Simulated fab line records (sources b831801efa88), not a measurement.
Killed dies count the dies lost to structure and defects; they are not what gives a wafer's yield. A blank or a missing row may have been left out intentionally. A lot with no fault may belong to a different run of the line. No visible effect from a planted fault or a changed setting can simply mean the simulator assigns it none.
Which of the tools did it?	flow gf180mcu	Sampling: 24 lots, 72 wafers, 6 of 602 route steps

## WHAT THE GAUGES SHOWED, per wafer
GF_V2_RS_MEAS_24: measures by four-point-probe. Usual: for V2_W_RS the level is 0.325 ohm/sq and the standard deviation is 0.0039.
lot	measured	on	V2_W_RS (ohm/sq)	flag
L074	day 20 09:06	film metro-03	0.320 0.321 0.319	
L075	day 20 16:14	film metro-04	0.320 0.319 0.317	
L076	day 21 03:40	film metro-01	0.322 0.323 0.324	
L077	day 21 16:22	film metro-04	0.326 0.327 0.329	
L078	day 21 23:35	film metro-01	0.321 0.318 0.322	
L079	day 22 09:38	film metro-01	0.327 0.327 0.322	
L080	day 22 20:04	film metro-04	0.322 0.319 0.322	
L081	day 23 05:23	film metro-01	0.330 0.326 0.329	
L082	day 23 14:08	film metro-03	0.322 0.323 0.318	
L083	day 24 02:54	film metro-01	0.318 0.327 0.322	
L084	day 24 09:55	film metro-03	0.326 0.320 0.327	
L085	day 24 11:16	film metro-01	0.326 0.323 0.329	
L086	day 24 20:46	film metro-03	0.324 0.318 0.324	
L087	day 25 05:59	film metro-01	0.329 0.327 0.325	
L088	day 25 15:01	film metro-01	0.325 0.335 0.328	
L089	day 25 21:50	film metro-01	0.331 0.322 0.321	
L090	day 26 02:14	film metro-03	0.319 0.323 0.324	
L091	day 26 06:31	film metro-01	0.326 0.326 0.331	
L092	day 26 12:43	film metro-04	0.329 0.323 0.327	
L093	day 26 23:06	film metro-01	0.324 0.323 0.328	
L094	day 27 07:14	film metro-01	0.330 0.330 0.321	
L095	day 27 12:02	film metro-04	0.327 0.321 0.324	
L096	day 27 16:10	film metro-01	0.322 0.329 0.329	
L097	day 28 00:07	film metro-01	0.324 0.327 0.331	

GF_M4_OVL_MEAS_15. Usual: for M4_OVL the level is 2 nm and the standard deviation is 4.5.
lot	measured	on	M4_OVL (nm)	flag
L074	day 23 11:47	overlay-02	-1 0 1	
L075	day 23 17:52	overlay-01	5 0 6	
L076	day 24 04:22	overlay-02	-1 -2 -5	
L077	day 24 17:13	overlay-02	6 1 7	
L078	day 24 23:22	overlay-02	-3 0 3	
L079	day 25 08:22	overlay-01	0 -4 6	
L080	day 25 18:40	overlay-02	-3 2 -7	
L081	day 26 02:38	overlay-01	4 -3 6	
L082	day 26 10:52	overlay-01	6 2 0	
L083	day 26 22:52	overlay-02	3 3 -8	
L084	day 27 04:16	overlay-02	1 7 2	
L085	day 27 05:58	overlay-01	1 9 6	
L086	day 27 15:22	overlay-01	-5 3 -5	
L087	day 27 23:34	overlay-02	-6 -1 -3	
L088	day 28 08:59	overlay-02	-1 4 2	
L089	day 28 14:08	overlay-01	1 4 7	
L090	day 28 18:25	overlay-01	1 -3 -4	
L091	day 28 22:26	overlay-02	-1 9 3	
L092	day 29 03:52	overlay-02	5 7 7	
L093	day 29 14:32	overlay-02	3 1 -4	
L094	day 29 21:13	overlay-02	8 -2 3	
L095	day 30 00:49	overlay-01	8 7 8	
L096	day 30 05:50	overlay-01	2 0 4	
L097	day 30 13:52	overlay-01	1 5 0	

GF_V4_OVL_MEAS_15. Usual: for V4_OVL the level is -2 nm and the standard deviation is 5.5.
lot	measured	on	V4_OVL (nm)	flag
L074	day 24 11:28	overlay-02	-2 5 0	
L075	day 24 17:41	overlay-01	-10 -7 -7	
L076	day 25 03:43	overlay-01	-2 3 -5	
L077	day 25 16:04	overlay-01	-5 1 -9	
L078	day 25 22:17	overlay-02	-14 -9 -7	
L079	day 26 06:43	overlay-01	11 0 8	
L080	day 26 16:47	overlay-01	-1 2 0	
L081	day 27 00:34	overlay-02	1 -6 -4	
L082	day 27 08:31	overlay-02	4 0 0	
L083	day 27 20:22	overlay-01	-1 -9 -4	
L084	day 28 01:46	overlay-02	-1 -1 -10	
L085	day 28 03:28	overlay-01	-2 -1 -2	
L086	day 28 12:25	overlay-01	10 9 2	
L087	day 28 20:32	overlay-01	0 1 1	
L088	day 29 05:43	overlay-01	-2 -8 -2	
L089	day 29 10:31	overlay-02	2 -10 -10	
L090	day 29 15:11	overlay-01	-1 -1 -2	
L091	day 29 19:02	overlay-01	4 5 4	
L092	day 30 00:04	overlay-01	6 3 3	
L093	day 30 10:26	overlay-02	13 4 3	
L094	day 30 17:08	overlay-02	-2 -2 1	
L095	day 30 20:28	overlay-01	4 0 5	
L096	day 31 01:05	overlay-01	-5 -4 -5	
L097	day 31 09:31	overlay-02	0 -7 -9	

GF_V5_CD_MEAS_14: the cd target is 260 nm. Usual: cd nm at 259.9 nm, with a standard deviation of 1.1.
lot	measured	on	cd nm (nm)	flag
L074	day 27 07:11	cd sem-01	259.4 259.5 259.5	
L075	day 27 12:23	cd sem-02	260.0 259.6 260.4	
L076	day 27 22:04	cd sem-02	259.5 258.4 258.9	
L077	day 28 08:48	cd sem-01	261.0 260.2 260.6	
L078	day 28 14:08	cd sem-01	259.2 259.6 259.2	
L079	day 28 22:36	cd sem-01	261.3 263.5 262.6	
L080	day 29 07:19	cd sem-02	260.7 261.0 260.2	
L081	day 29 14:43	cd sem-01	260.0 259.4 259.7	
L082	day 29 21:27	cd sem-02	260.4 261.4 260.4	
L083	day 30 09:11	cd sem-01	260.4 259.8 260.4	
L084	day 30 14:05	cd sem-02	259.9 259.9 258.8	
L085	day 30 15:31	cd sem-01	257.4 258.8 258.0	
L086	day 30 23:51	cd sem-02	259.2 260.9 258.9	
L087	day 31 07:11	cd sem-02	261.0 260.3 259.7	
L088	day 31 16:31	cd sem-01	260.3 259.2 259.5	
L089	day 31 20:42	cd sem-02	257.1 258.8 260.2	
L090	day 32 01:02	cd sem-01	258.5 259.8 260.8	
L091	day 32 04:07	cd sem-02	259.3 258.4 259.1	
L092	day 32 08:41	cd sem-02	261.1 260.5 260.9	
L093	day 32 17:35	cd sem-02	259.0 259.0 258.0	
L094	day 32 23:33	cd sem-02	260.7 259.4 259.1	
L095	day 33 01:49	cd sem-02	259.3 258.0 259.2	
L096	day 33 08:05	cd sem-01	261.0 260.6 261.8	
L097	day 33 14:20	cd sem-02	260.4 259.5 260.8	

## WHAT TOOL EACH LOT RAN ON (gives the tool, then ch and the chambers of the sampled wafers, and finally the start)
lot	GF_V1_CMP_26	GF_V4_ETCH_16
L074	cmp-02 ch 1,3, day 18 05:39	rie diel-03 ch 1,3, day 24 11:30
L075	cmp-01 ch 1,2,3, day 18 13:58	rie diel-02 ch 0,1,2, day 24 17:43
L076	cmp-02 ch 1,3, day 18 23:38	rie diel-03 ch 0,1,3, day 25 03:45
L077	cmp-01 ch 0,2,3, day 19 13:17	rie diel-01 ch 0,1,2, day 25 16:06
L078	cmp-02 ch 0,1,2, day 19 21:02	rie diel-01 ch 2,3, day 25 22:19
L079	cmp-02 ch 0,2,3, day 20 06:32	rie diel-03 ch 0,1,2, day 26 06:45
L080	cmp-02 ch 0,2,3, day 20 17:07	rie diel-01 ch 0,1,3, day 26 16:49
L081	cmp-01 ch 0,1, day 21 03:49	rie diel-03 ch 1,2, day 27 00:36
L082	cmp-01 ch 0,2,3, day 21 12:34	rie diel-01 ch 0,2,3, day 27 08:33
L083	cmp-02 ch 0,1,3, day 22 00:47	rie diel-03 ch 0,3, day 27 20:24
L084	cmp-01 ch 0,2,3, day 22 10:10	rie diel-01 ch 1,2,3, day 28 01:48
L085	cmp-02 ch 2,3, day 22 11:13	rie diel-03 ch 0,3, day 28 03:30
L086	cmp-02 ch 0,1,3, day 22 21:02	rie diel-01 ch 1,2, day 28 12:27
L087	cmp-02 ch 0,1,2, day 23 06:17	rie diel-02 ch 0,1, day 28 20:34
L088	cmp-02 ch 0,1, day 23 16:23	rie diel-02 ch 1,2,3, day 29 05:45
L089	cmp-01 ch 1,2,3, day 23 21:52	rie diel-01 ch 0,1,3, day 29 10:33
L090	cmp-01 ch 1,2,3, day 24 03:26	rie diel-01 ch 0,3, day 29 15:13
L091	cmp-01 ch 0,1,2, day 24 09:26	rie diel-03 ch 0,2, day 29 19:04
L092	cmp-02 ch 0,1, day 24 15:19	rie diel-02 ch 2,3, day 30 00:06
L093	cmp-01 ch 1,2,3, day 25 02:17	rie diel-01 ch 0,3, day 30 10:28
L094	cmp-02 ch 1,3, day 25 10:56	rie diel-01 ch 0,1,3, day 30 17:10
L095	cmp-01 ch 1,2, day 25 15:41	rie diel-02 ch 0,1,3, day 30 20:30
L096	cmp-02 ch 1,2,3, day 25 20:28	rie diel-03 ch 2,3, day 31 01:07
L097	cmp-01 ch 1,2,3, day 26 05:16	rie diel-01 ch 0,1,3, day 31 09:33
- GF_V1_CMP_26: polishes, stops on SiO2, t overpolish 15 s, target thk 0 nm.
- GF_V4_ETCH_16: etches BARC in N2/H2.

## AS READ BY THE TOOLS THEMSELVES (means over the sampled wafers that have a number; for cases with no such wafer, the mark the record gives instead)
GF_V1_CMP_26. Usual: motor current A 11.0 A, standard deviation 0.94; overpolish run s 15.000 s, standard deviation 0.01; time to endpoint s 84 s, standard deviation 3.8.
lot	tool	motor current A (A)	overpolish run s (s)	time to endpoint s (s)	flag
L074	cmp-02	11.6	14.992	84	
L075	cmp-01	11.3	15.006	83	
L076	cmp-02	11.1	15.000	87	
L077	cmp-01	11.4	15.002	82	
L078	cmp-02	10.8	14.991	80	
L079	cmp-02	11.4	14.998	82	
L080	cmp-02	11.5	14.999	82	
L081	cmp-01	9.9	14.985	86	
L082	cmp-01	11.4	15.007	81	
L083	cmp-02	11.2	15.006	85	
L084	cmp-01	11.2	14.997	84	
L085	cmp-02	11.9	14.992	88	
L086	cmp-02	10.9	14.994	83	
L087	cmp-02	10.3	15.003	83	
L088	cmp-02	10.7	15.005	85	
L089	cmp-01	11.4	14.997	86	
L090	cmp-01	11.3	14.988	88	
L091	cmp-01	10.6	15.008	88	
L092	cmp-02	10.5	15.001	87	
L093	cmp-01	11.4	15.001	82	
L094	cmp-02	11.4	14.992	84	
L095	cmp-01	10.1	15.009	84	
L096	cmp-02	11.5	14.986	87	
L097	cmp-01	11.4	15.012	85	

GF_V4_ETCH_16. Usual: drypump motor current A 5.7 A, standard deviation 0.44; oes product au 0.855 a.u., standard deviation 0.0047; throttle valve pct 13.226 %, standard deviation 0.0086.
lot	tool	drypump motor current A (A)	oes product au (a.u.)	throttle valve pct (%)	flag
L074	rie diel-03	5.1	0.856	13.227	
L075	rie diel-02	5.9	0.857	13.227	
L076	rie diel-03	5.4	0.854	13.231	
L077	rie diel-01	5.9	0.852	13.227	
L078	rie diel-01	5.9	0.856	13.234	
L079	rie diel-03	5.6	0.859	13.233	
L080	rie diel-01	5.7	0.856	13.228	
L081	rie diel-03	5.5	0.856	13.230	
L082	rie diel-01	5.9	0.854	13.220	
L083	rie diel-03	5.1	0.860	13.221	
L084	rie diel-01	5.9	0.856	13.224	
L085	rie diel-03	5.1	0.852	13.224	
L086	rie diel-01	5.9	0.853	13.237	
L087	rie diel-02	5.7	0.852	13.223	
L088	rie diel-02	5.4	0.852	13.229	
L089	rie diel-01	5.7	0.853	13.222	
L090	rie diel-01	5.8	0.853	13.226	
L091	rie diel-03	5.5	0.855	13.220	
L092	rie diel-02	5.4	0.857	13.227	
L093	rie diel-01	5.8	0.852	13.218	
L094	rie diel-01	5.7	0.853	13.219	
L095	rie diel-02	5.6	0.857	13.232	
L096	rie diel-03	5.2	0.854	13.233	
L097	rie diel-01	5.7	0.855	13.222	

## THE ANSWER, worked out from the rows above alone
Rule: lot off if the mean of its wafers having a number is beyond 3 standard deviations from the usual mean. Also off: a lot with no number at a reading for which 4 or more lots have one. Any other lot the step has rows for is counted as sound. After the gauges, taken in route order, come the tools' own readings; for these a lot's mean is taken, as printed above. The first step at which some lot is off is used, and at that step the reading that is off furthest; a lot without a number counts as furthest.
None of the lots is off at any reading shown; this tells nothing.

## WHAT WAS PUT IN BY THE SIMULATOR
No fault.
